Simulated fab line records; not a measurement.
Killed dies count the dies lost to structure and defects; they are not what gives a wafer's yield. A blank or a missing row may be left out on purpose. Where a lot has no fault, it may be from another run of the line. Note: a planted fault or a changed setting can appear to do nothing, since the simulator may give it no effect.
Chamber matching | flow gf180mcu | GF_V3_ETCH_16 on rie_diel-02 has 4 sister chambers
The step etches BARC in N2/H2. 4 wafers are shown with their chamber, then 7 later ones without.

== WAFERS PAIRED WITH THEIR CHAMBERS ==
wafer  | chamber | drypump_motor_current_A (A)
L090.1 | 1       | 4.8
L090.3 | 0       | 6.0
L091.3 | 3       | 5.4
L091.5 | 2       | 5.6

== WAFERS WHOSE CHAMBER IS MISSING ==
wafer  | drypump_motor_current_A (A)
L091.6 | 4.8
L095.2 | 6.0
L095.4 | 5.5
L095.5 | 4.8
L097.1 | 4.8
L097.2 | 5.6
L097.4 | 6.0

== WHICH CHAMBER EACH ONE RAN IN ==
wafer  | from the rows above     | in truth
L091.6 | 1                       | 1
L095.2 | 0                       | 0
L095.4 | can't be placed: 2 or 3 | 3
L095.5 | 1                       | 1
L097.1 | 1                       | 1
L097.2 | 2                       | 2
L097.4 | 0                       | 0
Correct placement for 6 of the 7. Not placeable from these rows: 1 (in 1, the candidates include the true chamber). Placed wrongly: 0.
How it was worked out, from the rows above alone: a wafer's distance from a chamber is the root of the sum, over the readings, of the square of ((its reading less the chamber's mean) divided by the reading's scatter). The wafer belongs to the nearest chamber; if the next one is less than 2 further off, it can't be placed. The mean given for a chamber averages the wafers shown for that chamber. The scatter (one wafer shown for each chamber): square how far every hidden wafer sits from the nearest shown wafer, average those squares and take the square root.
